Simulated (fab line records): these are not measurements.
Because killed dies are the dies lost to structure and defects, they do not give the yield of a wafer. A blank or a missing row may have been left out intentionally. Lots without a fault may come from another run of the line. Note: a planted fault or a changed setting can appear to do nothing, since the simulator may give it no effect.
Tool commonality check | flow gf180mcu | Sampled: 12 lots, 36 wafers

== THE REASON FOR OPENING IT ==
GF_CONTACT_RS_MEAS_25, reading CONTACT_W_RS: flagged on 2 of 12 lots. Wafers without a fault read 0.382 ohm/sq, standard deviation 0.005.
Rule: a lot is flagged in two cases, either no wafer of it has a number, or all its wafers with numbers fall more than 4 standard deviations from that mean. All remaining lots are regarded as sound.

lot  | measured     | on            | CONTACT_W_RS (ohm/sq), wafer by wafer | flag
L266 | day 17 04:58 | film_metro-02 | 0.388 0.380 0.383                     |
L268 | day 18 02:38 | film_metro-02 | 0.389 0.379 0.389                     |
L270 | day 18 17:08 | film_metro-01 | 0.381 0.381 0.381                     |
L273 | day 19 22:06 | film_metro-04 | 0.375 0.383 0.377                     |
L274 | day 20 05:43 | film_metro-02 | 0.384 0.389 0.377                     |
L276 | day 21 03:07 | film_metro-01 | 0.384 0.373 0.373                     |
L277 | day 21 06:29 | film_metro-04 | 0.445 0.441 0.444                     | FLAGGED
L278 | day 21 18:49 | film_metro-04 | 0.431 0.446 0.439                     | FLAGGED
L281 | day 22 18:09 | film_metro-02 | 0.391 0.383 0.395                     |
L284 | day 23 16:26 | film_metro-01 | 0.387 0.388 0.382                     |
L285 | day 23 20:34 | film_metro-02 | 0.385 0.384 0.383                     |
L286 | day 24 09:50 | film_metro-02 | 0.388 0.391 0.392                     |
On average the flagged lots' numbers are 0.441 ohm/sq, which is +0.059 ohm/sq against the usual, or +12 standard deviations.

== WHICH TOOL RAN EACH LOT ==
The record keeps 1 process step preceding the reading, out of 602 steps on the route. In each cell: the tool, then ch and the chambers that the sampled wafers went through, then the start.
lot  | flag    | GF_CONTACT_CVD_24
L266 |         | cvd_w-01 ch 0,1, day 17 04:52
L268 |         | cvd_w-01 ch 0,1, day 18 02:31
L270 |         | cvd_w-02 ch 0,1, day 18 17:02
L273 |         | cvd_w-02 ch 0,1, day 19 22:00
L274 |         | cvd_w-01 ch 0,1, day 20 05:37
L276 |         | cvd_w-02 ch 0,1, day 21 02:59
L277 | FLAGGED | cvd_w-02 ch 0,1, day 21 06:22
L278 | FLAGGED | cvd_w-02 ch 0,1, day 21 18:43
L281 |         | cvd_w-01 ch 0,1, day 22 18:02
L284 |         | cvd_w-01 ch 0,1, day 23 16:20
L285 |         | cvd_w-01 ch 1, day 23 20:26
L286 |         | cvd_w-01 ch 0,1, day 24 09:44
What is done by these steps:
- GF_CONTACT_CVD_24: deposits W, target thk 300 nm, time 90.339 s.
- GF_CONTACT_RS_MEAS_25: measures by four-point-probe.

== FLAGGED AGAINST TOTAL, ONE TOOL AT A TIME (gauges that did the reading follow at the end) ==
step                  | tool          | lots run | flagged | share of the flagged lots | sound lots run after its first flagged lot
GF_CONTACT_CVD_24     | cvd_w-01      | 7        | 0       | none                      | -
GF_CONTACT_CVD_24     | cvd_w-02      | 5        | 2       | all                       | 0
GF_CONTACT_RS_MEAS_25 | film_metro-01 | 3        | 0       | none                      | -
GF_CONTACT_RS_MEAS_25 | film_metro-02 | 6        | 0       | none                      | -
GF_CONTACT_RS_MEAS_25 | film_metro-04 | 3        | 2       | all                       | 0

== THE TABLE: WHAT IT ALLOWS ==
Every flagged lot went through 2 rows of the table: cvd_w-02 at GF_CONTACT_CVD_24 and film_metro-04 at GF_CONTACT_RS_MEAS_25.
- cvd_w-02 at GF_CONTACT_CVD_24 ran 5 lots, 2 of them flagged. Its last sound lot is L276 (day 21 02:59), its first flagged lot L277 (day 21 06:22): a fault that began between those two fits. Its own readings lie more than 4 standard deviations out on every wafer of the flagged lots: susceptor_temp_C.
- film_metro-04 at GF_CONTACT_RS_MEAS_25 ran 3 lots, 2 of them flagged. Its last sound lot is L273 (day 19 22:06), its first flagged lot L277 (day 21 06:29): a fault that began between those two fits.
A lot count leaves these 2 tools indistinguishable: every one of them fits a fault beginning at some hour. More lots, or a look at what each step does to the wafer, might.

== WHAT WAS PUT IN BY THE SIMULATOR ==
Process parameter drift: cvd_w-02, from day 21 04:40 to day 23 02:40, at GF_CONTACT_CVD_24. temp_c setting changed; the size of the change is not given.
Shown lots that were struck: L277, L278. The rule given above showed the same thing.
